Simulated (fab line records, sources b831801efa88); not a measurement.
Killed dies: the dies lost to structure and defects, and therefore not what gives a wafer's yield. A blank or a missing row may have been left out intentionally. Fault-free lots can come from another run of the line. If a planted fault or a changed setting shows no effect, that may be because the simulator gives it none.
Matching of chambers	flow gf180mcu	3 sister chambers for GF_V5_CVD_00 on hdpcvd-02
The step deposits SiO2, target thk 300 nm, time 50 s. 6 wafers are shown with their chamber, then 7 later ones without.

WAFERS WITH THEIR CHAMBER
wafer	chamber	sih4_flow_sccm (sccm)
L656.6	2	59.74
L657.1	1	59.77
L657.5	0	59.69
L657.6	2	60.14
L659.1	1	59.92
L659.2	0	59.74

WAFERS WITHOUT THEIR CHAMBER
wafer	sih4_flow_sccm (sccm)
L659.4	60.05
L660.3	59.91
L660.4	59.82
L660.5	59.94
L663.1	60.11
L663.2	59.89
L663.6	59.78

WHICH CHAMBER EACH WENT THROUGH
wafer	from the rows above	in truth
L659.4	can't be placed: 2 or 1 or 0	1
L660.3	can't be placed: 2 or 1 or 0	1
L660.4	can't be placed: 1 or 0 or 2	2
L660.5	can't be placed: 2 or 1 or 0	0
L663.1	can't be placed: 2 or 1 or 0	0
L663.2	can't be placed: 1 or 2 or 0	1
L663.6	can't be placed: 0 or 1 or 2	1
Correct placement for 0 of the 7. Not placeable from these rows: 7 (in 7, the candidates include the true chamber). Wrongly placed: 0.
How it was worked out, from the rows above alone: a wafer's distance from a chamber is the root of the sum, over the readings, of the square of ((its reading less the chamber's mean) divided by the reading's scatter). The wafer belongs to the nearest chamber; if the next one is less than 2 further off, it can't be placed. A chamber's mean is the mean of its shown wafers. The scatter is the square root of a quotient: the sum, over the shown wafers, of each reading's squared deviation from its chamber's mean, divided by wafers minus chambers.
